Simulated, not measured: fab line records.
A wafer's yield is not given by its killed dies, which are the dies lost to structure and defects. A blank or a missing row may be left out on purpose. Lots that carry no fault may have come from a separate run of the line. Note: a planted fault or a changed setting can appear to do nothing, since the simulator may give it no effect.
Which tool was responsible? / flow gf180mcu / 14 lots with 42 wafers sampled at 5 steps, on a route of 602 steps

== WHAT THE GAUGES READ, wafer by wafer ==
GF_VT_IMPLANT_RS_MEAS_48: measurement is done with a four-point probe. Usual: LVPWELL_RS gives 1197.9 ohm/sq (standard deviation 2.5).
lot=L749; measured=day 7 22:29; on=film metro-03; LVPWELL_RS (ohm/sq)=1197.9 1199.8 1198.4; flag=
lot=L750; measured=day 8 10:00; on=film metro-03; LVPWELL_RS (ohm/sq)=1199.5 1200.7 1201.0; flag=
lot=L752; measured=day 9 05:09; on=film metro-03; LVPWELL_RS (ohm/sq)=1197.5 1194.1 1197.3; flag=
lot=L751; measured=day 9 05:15; on=film metro-02; LVPWELL_RS (ohm/sq)=1196.6 1201.2 1193.4; flag=
lot=L754; measured=day 9 20:06; on=film metro-03; LVPWELL_RS (ohm/sq)=1197.3 1203.4 1198.8; flag=
lot=L756; measured=day 10 13:41; on=film metro-02; LVPWELL_RS (ohm/sq)=1195.7 1196.5 1196.3; flag=
lot=L758; measured=day 10 20:13; on=film metro-03; LVPWELL_RS (ohm/sq)=1199.2 1198.9 1198.0; flag=
lot=L759; measured=day 11 07:47; on=film metro-03; LVPWELL_RS (ohm/sq)=1194.1 1195.8 1199.6; flag=
lot=L761; measured=day 11 14:59; on=film metro-02; LVPWELL_RS (ohm/sq)=1197.3 1200.9 1196.0; flag=
lot=L762; measured=day 11 22:56; on=film metro-03; LVPWELL_RS (ohm/sq)=1199.5 1198.5 1198.1; flag=
lot=L763; measured=day 12 05:04; on=film metro-04; LVPWELL_RS (ohm/sq)=1199.1 1198.9 1197.8; flag=
lot=L764; measured=day 12 08:40; on=film metro-02; LVPWELL_RS (ohm/sq)=1200.3 1196.7 1198.9; flag=
lot=L769; measured=day 13 18:08; on=film metro-02; LVPWELL_RS (ohm/sq)=1196.8 1197.8 1200.8; flag=
lot=L770; measured=day 14 04:50; on=film metro-03; LVPWELL_RS (ohm/sq)=1193.5 1196.6 1198.1; flag=

GF_POLY_GATE_THK_MEAS_01. Usual: POLY_GATE_CVD_00_THK gives 198.8 nm (standard deviation 1.4).
lot=L749; measured=day 8 22:24; on=film metro-01; POLY_GATE_CVD_00_THK (nm)=197.4 197.0 196.6; flag=
lot=L750; measured=day 9 09:54; on=film metro-01; POLY_GATE_CVD_00_THK (nm)=199.3 199.1 198.0; flag=
lot=L752; measured=day 10 04:22; on=film metro-03; POLY_GATE_CVD_00_THK (nm)=200.4 200.3 200.9; flag=
lot=L751; measured=day 10 06:09; on=film metro-01; POLY_GATE_CVD_00_THK (nm)=197.6 196.5 199.2; flag=
lot=L754; measured=day 10 19:04; on=film metro-03; POLY_GATE_CVD_00_THK (nm)=197.9 197.8 196.4; flag=
lot=L756; measured=day 11 15:50; on=film metro-03; POLY_GATE_CVD_00_THK (nm)=195.9 198.1 198.2; flag=
lot=L758; measured=day 12 00:18; on=film metro-01; POLY_GATE_CVD_00_THK (nm)=199.2 197.8 198.2; flag=
lot=L759; measured=day 12 12:41; on=film metro-03; POLY_GATE_CVD_00_THK (nm)=199.9 199.4 200.4; flag=
lot=L761; measured=day 12 18:52; on=film metro-03; POLY_GATE_CVD_00_THK (nm)=199.5 196.7 199.1; flag=
lot=L762; measured=day 13 01:33; on=film metro-04; POLY_GATE_CVD_00_THK (nm)=196.8 196.9 196.5; flag=
lot=L763; measured=day 13 09:22; on=film metro-01; POLY_GATE_CVD_00_THK (nm)=199.8 198.7 199.9; flag=
lot=L764; measured=day 13 09:45; on=film metro-04; POLY_GATE_CVD_00_THK (nm)=198.3 200.1 198.8; flag=
lot=L769; measured=day 14 20:41; on=film metro-01; POLY_GATE_CVD_00_THK (nm)=199.8 200.6 201.1; flag=
lot=L770; measured=day 15 08:05; on=film metro-04; POLY_GATE_CVD_00_THK (nm)=198.1 198.0 199.1; flag=

GF_HV_LDD_CD_MEAS_07 targets a cd of 400 nm. Usual: cd nm at 400.5 nm, with a standard deviation of 2.1.
lot=L749; measured=day 10 11:18; on=cd sem-02; cd nm (nm)=400.4 400.2 400.6; flag=
lot=L750; measured=day 11 02:09; on=cd sem-02; cd nm (nm)=401.3 399.1 402.1; flag=
lot=L752; measured=day 11 19:14; on=cd sem-02; cd nm (nm)=400.9 403.5 403.2; flag=
lot=L751; measured=day 11 21:48; on=cd sem-01; cd nm (nm)=399.5 400.8 399.2; flag=
lot=L754; measured=day 12 10:06; on=cd sem-02; cd nm (nm)=401.1 402.2 401.0; flag=
lot=L756; measured=day 13 10:35; on=cd sem-02; cd nm (nm)=401.2 405.3 403.0; flag=
lot=L758; measured=day 13 18:02; on=cd sem-02; cd nm (nm)=403.0 405.1 403.1; flag=
lot=L759; measured=day 14 06:47; on=cd sem-01; cd nm (nm)=400.1 402.2 400.4; flag=
lot=L761; measured=day 14 13:48; on=cd sem-01; cd nm (nm)=399.6 255.4 258.0; flag=OFF
lot=L762; measured=day 14 20:33; on=cd sem-02; cd nm (nm)=397.8 400.3 257.3; flag=OFF
lot=L763; measured=day 15 05:32; on=cd sem-02; cd nm (nm)=402.8 401.1 404.2; flag=
lot=L764; measured=day 15 05:50; on=cd sem-01; cd nm (nm)=400.6 398.8 400.3; flag=
lot=L769; measured=day 16 18:37; on=cd sem-02; cd nm (nm)=402.7 404.2 401.9; flag=
lot=L770; measured=day 17 07:11; on=cd sem-02; cd nm (nm)=401.5 401.8 400.7; flag=

== TOOL THAT RAN EACH LOT (tool first, then ch and the chambers of the sampled wafers, then the start) ==
lot=L749; GF_POLY_GATE_ETCH_13=rie si-01 ch 0,1,2, day 9 16:07; GF_HV_LDD_DEVELOP_06=litho track-01 ch 0, day 10 11:09
lot=L750; GF_POLY_GATE_ETCH_13=rie si-02 ch 0,2,3, day 10 03:57; GF_HV_LDD_DEVELOP_06=litho track-01 ch 0, day 11 02:00
lot=L752; GF_POLY_GATE_ETCH_13=rie si-01 ch 0,1,3, day 10 22:25; GF_HV_LDD_DEVELOP_06=litho track-03 ch 0, day 11 19:05
lot=L751; GF_POLY_GATE_ETCH_13=rie si-02 ch 1,2, day 11 00:28; GF_HV_LDD_DEVELOP_06=litho track-01 ch 0, day 11 21:39
lot=L754; GF_POLY_GATE_ETCH_13=rie si-02 ch 0,1,2, day 11 14:10; GF_HV_LDD_DEVELOP_06=litho track-01 ch 0, day 12 09:57
lot=L756; GF_POLY_GATE_ETCH_13=rie si-01 ch 1,2,3, day 12 10:40; GF_HV_LDD_DEVELOP_06=litho track-03 ch 0, day 13 10:26
lot=L758; GF_POLY_GATE_ETCH_13=rie si-02 ch 1,2,3, day 12 19:07; GF_HV_LDD_DEVELOP_06=litho track-02 ch 0, day 13 17:53
lot=L759; GF_POLY_GATE_ETCH_13=rie si-01 ch 1,2, day 13 08:48; GF_HV_LDD_DEVELOP_06=litho track-01 ch 0, day 14 06:39
lot=L761; GF_POLY_GATE_ETCH_13=rie si-01 ch 0,1,3, day 13 15:03; GF_HV_LDD_DEVELOP_06=litho track-01 ch 0, day 14 13:39
lot=L762; GF_POLY_GATE_ETCH_13=rie si-02 ch 1,2,3, day 13 22:03; GF_HV_LDD_DEVELOP_06=litho track-01 ch 0, day 14 20:24
lot=L763; GF_POLY_GATE_ETCH_13=rie si-02 ch 0,1,3, day 14 06:10; GF_HV_LDD_DEVELOP_06=litho track-02 ch 0, day 15 05:23
lot=L764; GF_POLY_GATE_ETCH_13=rie si-01 ch 0,3, day 14 06:19; GF_HV_LDD_DEVELOP_06=litho track-02 ch 0, day 15 05:41
lot=L769; GF_POLY_GATE_ETCH_13=rie si-01 ch 0,1,2, day 15 18:40; GF_HV_LDD_DEVELOP_06=litho track-02 ch 0, day 16 18:28
lot=L770; GF_POLY_GATE_ETCH_13=rie si-01 ch 0,1, day 16 06:49; GF_HV_LDD_DEVELOP_06=litho track-03 ch 0, day 17 07:02
- GF_POLY_GATE_ETCH_13: etches poly-Si in HBr/Cl2, stops on SiO2, target depth 198.5 nm, time 69.6 s.
- GF_HV_LDD_DEVELOP_06: develop time 60 s.

== AS READ BY THE TOOLS THEMSELVES (means over the sampled wafers that have a number; for cases with no such wafer, the mark the record gives instead) ==
GF_POLY_GATE_ETCH_13. Usual: drypump motor current A 5.55 A, standard deviation 0.23; oes product au 0.990 a.u., standard deviation 0.0068; throttle valve pct 33.684 %, standard deviation 0.0086.
lot=L749; tool=rie si-01; drypump motor current A (A)=5.63; oes product au (a.u.)=0.983; throttle valve pct (%)=33.686; flag=
lot=L750; tool=rie si-02; drypump motor current A (A)=5.56; oes product au (a.u.)=0.994; throttle valve pct (%)=33.685; flag=
lot=L752; tool=rie si-01; drypump motor current A (A)=5.48; oes product au (a.u.)=0.994; throttle valve pct (%)=33.677; flag=
lot=L751; tool=rie si-02; drypump motor current A (A)=5.59; oes product au (a.u.)=0.991; throttle valve pct (%)=33.684; flag=
lot=L754; tool=rie si-02; drypump motor current A (A)=5.46; oes product au (a.u.)=0.990; throttle valve pct (%)=33.682; flag=
lot=L756; tool=rie si-01; drypump motor current A (A)=5.48; oes product au (a.u.)=0.983; throttle valve pct (%)=33.677; flag=
lot=L758; tool=rie si-02; drypump motor current A (A)=5.66; oes product au (a.u.)=0.989; throttle valve pct (%)=33.682; flag=
lot=L759; tool=rie si-01; drypump motor current A (A)=5.64; oes product au (a.u.)=0.989; throttle valve pct (%)=33.680; flag=
lot=L761; tool=rie si-01; drypump motor current A (A)=5.48; oes product au (a.u.)=0.994; throttle valve pct (%)=33.685; flag=
lot=L762; tool=rie si-02; drypump motor current A (A)=5.65; oes product au (a.u.)=0.987; throttle valve pct (%)=33.688; flag=
lot=L763; tool=rie si-02; drypump motor current A (A)=5.57; oes product au (a.u.)=0.991; throttle valve pct (%)=33.678; flag=
lot=L764; tool=rie si-01; drypump motor current A (A)=5.43; oes product au (a.u.)=0.993; throttle valve pct (%)=33.686; flag=
lot=L769; tool=rie si-01; drypump motor current A (A)=5.62; oes product au (a.u.)=0.989; throttle valve pct (%)=33.686; flag=
lot=L770; tool=rie si-01; drypump motor current A (A)=5.64; oes product au (a.u.)=0.984; throttle valve pct (%)=33.687; flag=

== THE ANSWER, worked out from the rows above alone ==
Rule: take the mean of a lot's wafers that have a number; if it is more than 3 standard deviations from the usual mean, the lot is off. A lot without any number at a reading at which 4 lots or more have one is off too. Any other lot the step has rows for is counted as sound. First the gauges in route order, then the tools' own readings, where a lot's mean is used as printed above. At the first step where some lot is off, the reading lying furthest off is the one used; lots without a number count as furthest.
Off: L761, L762 (GF_HV_LDD_CD_MEAS_07, cd nm).
A tool fits if, at a process step before that reading, it ran every lot that is off, and no sound lot after the first of them. Gauges at GF_HV_LDD_CD_MEAS_07: tried the same way as those tools. One fits: litho track-01 at GF_HV_LDD_DEVELOP_06. Its last sound lot is L759 (day 14 06:39), its first lot that is off L761 (day 14 13:39): a fault that began between those two fits.

== WHAT THE SIMULATOR HAD INSERTED ==
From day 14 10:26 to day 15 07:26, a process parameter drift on litho track-01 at GF_HV_LDD_DEVELOP_06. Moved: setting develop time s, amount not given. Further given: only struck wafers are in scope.
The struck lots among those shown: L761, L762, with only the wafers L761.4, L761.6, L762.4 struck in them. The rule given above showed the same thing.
